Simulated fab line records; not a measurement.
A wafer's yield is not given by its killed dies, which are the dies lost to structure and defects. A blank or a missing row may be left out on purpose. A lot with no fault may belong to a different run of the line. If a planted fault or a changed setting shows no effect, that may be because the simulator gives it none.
Which tool was responsible? -- flow gf180mcu -- 13 lots, 39 wafers sampled, at 6 steps of a route of 602

## WHAT THE GAUGES READ, wafer by wafer
GF_MVSD_OVL_MEAS_07. Usual: MVSD_OVL gives 1.6 nm (standard deviation 1.5).
lot,measured,on,MVSD_OVL (nm),flag
L122,day 4 11:30,overlay-01,4.9 5.1 3.8,
L123,day 4 15:38,overlay-02,2.0 1.3 1.9,
L124,day 4 20:07,overlay-02,-0.5 2.1 0.6,
L125,day 5 02:46,overlay-01,3.3 2.6 2.8,
L130,day 6 06:46,overlay-02,2.3 1.7 1.3,
L131,day 6 14:00,overlay-02,-2.7 -3.3 -0.8,
L132,day 6 18:56,overlay-01,- - -,OFF
L133,day 7 01:08,overlay-01,1.1 3.7 3.4,
L139,day 8 13:12,overlay-01,-1.2 1.0 0.6,
L141,day 9 02:45,overlay-01,3.7 3.4 3.0,
L142,day 9 07:16,overlay-02,1.2 1.7 0.8,
L143,day 9 11:51,overlay-01,2.8 0.4 0.5,
L144,day 9 17:36,overlay-02,0.8 2.4 2.2,

GF_MVSD_TW_MEAS_11. Usual: MVSD_TW gives 1577 (standard deviation 22).
lot,measured,on,MVSD_TW,flag
L122,day 4 11:56,film metro-02,1542 1555 1555,
L123,day 4 16:05,film metro-02,1554 1551 1556,
L124,day 4 20:34,film metro-02,1567 1559 1555,
L125,day 5 03:12,film metro-02,1544 1549 1537,
L130,day 6 07:11,film metro-04,1602 1599 1602,
L131,day 6 14:26,film metro-01,1554 1561 1551,
L132,day 6 19:22,film metro-01,30 30 30,OFF
L133,day 7 01:34,film metro-04,1592 1597 1599,
L139,day 8 13:38,film metro-04,1598 1588 1594,
L141,day 9 03:11,film metro-04,1584 1582 1584,
L142,day 9 07:43,film metro-04,1589 1592 1584,
L143,day 9 12:17,film metro-04,1590 1585 1591,
L144,day 9 18:02,film metro-02,1555 1556 1554,

GF_DUAL_GATE_THK_MEAS_03. Usual: DUAL_GATE_OXIDATION_00_THK gives 10.84 nm (standard deviation 0.25).
lot,measured,on,DUAL_GATE_OXIDATION_00_THK (nm),flag
L122,day 7 15:52,film metro-01,10.68 10.75 10.63,
L123,day 7 21:31,film metro-01,10.83 10.93 10.69,
L124,day 8 02:19,film metro-03,10.85 10.75 10.96,
L125,day 8 11:31,film metro-02,10.88 11.04 10.96,
L130,day 9 20:19,film metro-02,10.88 10.75 10.84,
L131,day 10 06:13,film metro-03,10.66 10.62 10.57,
L132,day 10 13:08,film metro-02,10.62 10.77 10.71,
L133,day 10 20:11,film metro-01,10.96 10.91 10.88,
L139,day 12 10:41,film metro-03,10.67 10.70 10.75,
L141,day 13 02:46,film metro-01,10.81 10.94 10.81,
L142,day 13 07:23,film metro-02,10.49 10.74 10.40,
L143,day 13 13:25,film metro-01,10.74 10.68 10.80,
L144,day 13 17:47,film metro-03,10.87 10.88 10.73,

## TOOL THAT RAN EACH LOT (tool first, then ch and the chambers of the sampled wafers, then the start)
lot,GF_NWELL_STRIP_10,GF_MVSD_EXPOSE_04,GF_VT_IMPLANT_STRIP_31
L122,"plasma asher-04 ch 0,1, day 3 08:28","iline stepper-02 ch 0, day 4 04:34","plasma asher-02 ch 0,1, day 6 21:31"
L123,"plasma asher-02 ch 0,1, day 3 12:56","iline stepper-01 ch 0, day 4 08:58","plasma asher-02 ch 0,1, day 7 02:02"
L124,"plasma asher-02 ch 0,1, day 3 18:27","iline stepper-01 ch 0, day 4 13:53","plasma asher-04 ch 0,1, day 7 08:02"
L125,"plasma asher-04 ch 0,1, day 3 22:57","iline stepper-01 ch 0, day 4 19:46","plasma asher-01 ch 0,1, day 7 15:14"
L130,"plasma asher-01 ch 0,1, day 5 02:09","iline stepper-02 ch 0, day 5 23:22","plasma asher-04 ch 0,1, day 8 23:49"
L131,"plasma asher-04 ch 0,1, day 5 08:10","iline stepper-02 ch 0, day 6 06:45","plasma asher-01 ch 0,1, day 9 07:46"
L132,"plasma asher-01 ch 0,1, day 5 13:01","iline stepper-01 ch 0, day 6 11:20","plasma asher-01 ch 0,1, day 9 13:37"
L133,"plasma asher-02 ch 0,1, day 5 18:09","iline stepper-01 ch 0, day 6 18:00","plasma asher-02 ch 0,1, day 9 21:10"
L139,"plasma asher-04 ch 0,1, day 7 04:44","iline stepper-01 ch 0, day 8 05:49","plasma asher-02 ch 1, day 11 12:40"
L141,"plasma asher-01 ch 0,1, day 7 17:01","iline stepper-01 ch 0, day 8 18:26","plasma asher-02 ch 0,1, day 12 04:29"
L142,"plasma asher-02 ch 0,1, day 7 21:04","iline stepper-01 ch 0, day 8 23:01","plasma asher-04 ch 0,1, day 12 09:13"
L143,"plasma asher-04 ch 0,1, day 8 01:38","iline stepper-01 ch 0, day 9 03:19","plasma asher-04 ch 0,1, day 12 14:49"
L144,"plasma asher-04 ch 0,1, day 8 06:53","iline stepper-01 ch 0, day 9 08:48","plasma asher-04 ch 0,1, day 12 19:19"
- GF_NWELL_STRIP_10: strips in O2/N2.
- GF_MVSD_EXPOSE_04: exposes mask MVSD, target cd 1000 nm.
- GF_VT_IMPLANT_STRIP_31: strips in O2/N2.

## WHAT THE TOOLS THEMSELVES READ (means of the sampled wafers that have a number; where no wafer has one, the mark that the record gives instead)
GF_NWELL_STRIP_10. Usual: drypump motor current A 5.6 A, standard deviation 0.41; heater power w 300 W, standard deviation 37; n2 flow sccm 300.1 sccm, standard deviation 0.9; o2 flow sccm 3001 sccm, standard deviation 9.2; oes product au 0.723 a.u., standard deviation 0.0046; strip time to endpoint s 37.01 s, standard deviation 0.074.
lot,tool,drypump motor current A (A),heater power w (W),n2 flow sccm (sccm),o2 flow sccm (sccm),oes product au (a.u.),strip time to endpoint s (s),flag
L122,plasma asher-04,5.5,305,299.5,3006,0.722,37.09,
L123,plasma asher-02,5.9,283,300.5,3010,0.721,36.94,
L124,plasma asher-02,5.9,289,300.5,3000,0.722,36.99,
L125,plasma asher-04,5.3,280,299.9,3000,0.720,37.05,
L130,plasma asher-01,5.8,328,301.3,2996,0.719,37.00,
L131,plasma asher-04,5.5,305,300.7,2995,0.724,37.01,
L132,plasma asher-01,6.0,336,300.3,3015,0.721,36.94,
L133,plasma asher-02,5.7,299,300.0,3003,0.718,37.06,
L139,plasma asher-04,5.3,284,301.3,3000,0.722,36.90,
L141,plasma asher-01,5.8,331,300.1,3005,0.726,36.95,
L142,plasma asher-02,5.7,297,300.9,3003,0.727,37.06,
L143,plasma asher-04,5.5,308,299.7,2995,0.726,36.92,
L144,plasma asher-04,5.5,316,299.9,2996,0.723,37.02,

GF_VT_IMPLANT_STRIP_31. Usual: drypump motor current A 5.7 A, standard deviation 0.41; heater power w 306 W, standard deviation 36; n2 flow sccm 300.0 sccm, standard deviation 0.94; o2 flow sccm 3001 sccm, standard deviation 9; oes product au 0.716 a.u., standard deviation 0.0044; strip time to endpoint s 12.63 s, standard deviation 0.036.
lot,tool,drypump motor current A (A),heater power w (W),n2 flow sccm (sccm),o2 flow sccm (sccm),oes product au (a.u.),strip time to endpoint s (s),flag
L122,plasma asher-02,5.7,299,300.5,3003,0.715,12.64,
L123,plasma asher-02,5.9,284,301.1,3000,0.713,12.65,
L124,plasma asher-04,5.3,283,299.8,3000,0.711,12.57,
L125,plasma asher-01,6.0,328,300.7,3003,0.716,12.66,
L130,plasma asher-04,5.5,313,299.6,2994,0.714,12.62,
L131,plasma asher-01,6.0,335,299.9,3004,0.719,12.63,
L132,plasma asher-01,6.0,336,300.8,3015,0.718,12.65,
L133,plasma asher-02,5.8,300,300.4,3000,0.717,12.64,
L139,plasma asher-02,5.5,318,301.9,3006,0.715,12.61,
L141,plasma asher-02,5.9,283,299.7,3003,0.721,12.67,
L142,plasma asher-04,5.5,311,300.4,2995,0.721,12.58,
L143,plasma asher-04,5.5,310,298.3,2999,0.718,12.60,
L144,plasma asher-04,5.5,318,300.1,3005,0.715,12.66,

## THE ANSWER, worked out from the rows above alone
Rule: a lot is off if the mean of its wafers that have a number lies more than 3 standard deviations from the usual mean. Also off: a lot with no number at a reading for which 4 or more lots have one. All remaining lots with rows at the step are treated as sound. Order of review: gauges by route order, followed by the tools' own readings, for which a lot's mean as printed above is used. The first step at which some lot is off is used, and at that step the reading that is off furthest; a lot without a number counts as furthest.
Off: L132, at GF_MVSD_OVL_MEAS_07 (MVSD_OVL). Without a number there: L132.
If a tool, at a process step before that reading, ran all the lots that are off and no sound lot after the first of them, it fits. Not tried: the gauges at GF_MVSD_OVL_MEAS_07; whatever is off there is also off at GF_MVSD_TW_MEAS_11, on other tools, and gauge error can't account for it. No candidate that was tried fits.

## WHAT THE SIMULATOR HAD INSERTED
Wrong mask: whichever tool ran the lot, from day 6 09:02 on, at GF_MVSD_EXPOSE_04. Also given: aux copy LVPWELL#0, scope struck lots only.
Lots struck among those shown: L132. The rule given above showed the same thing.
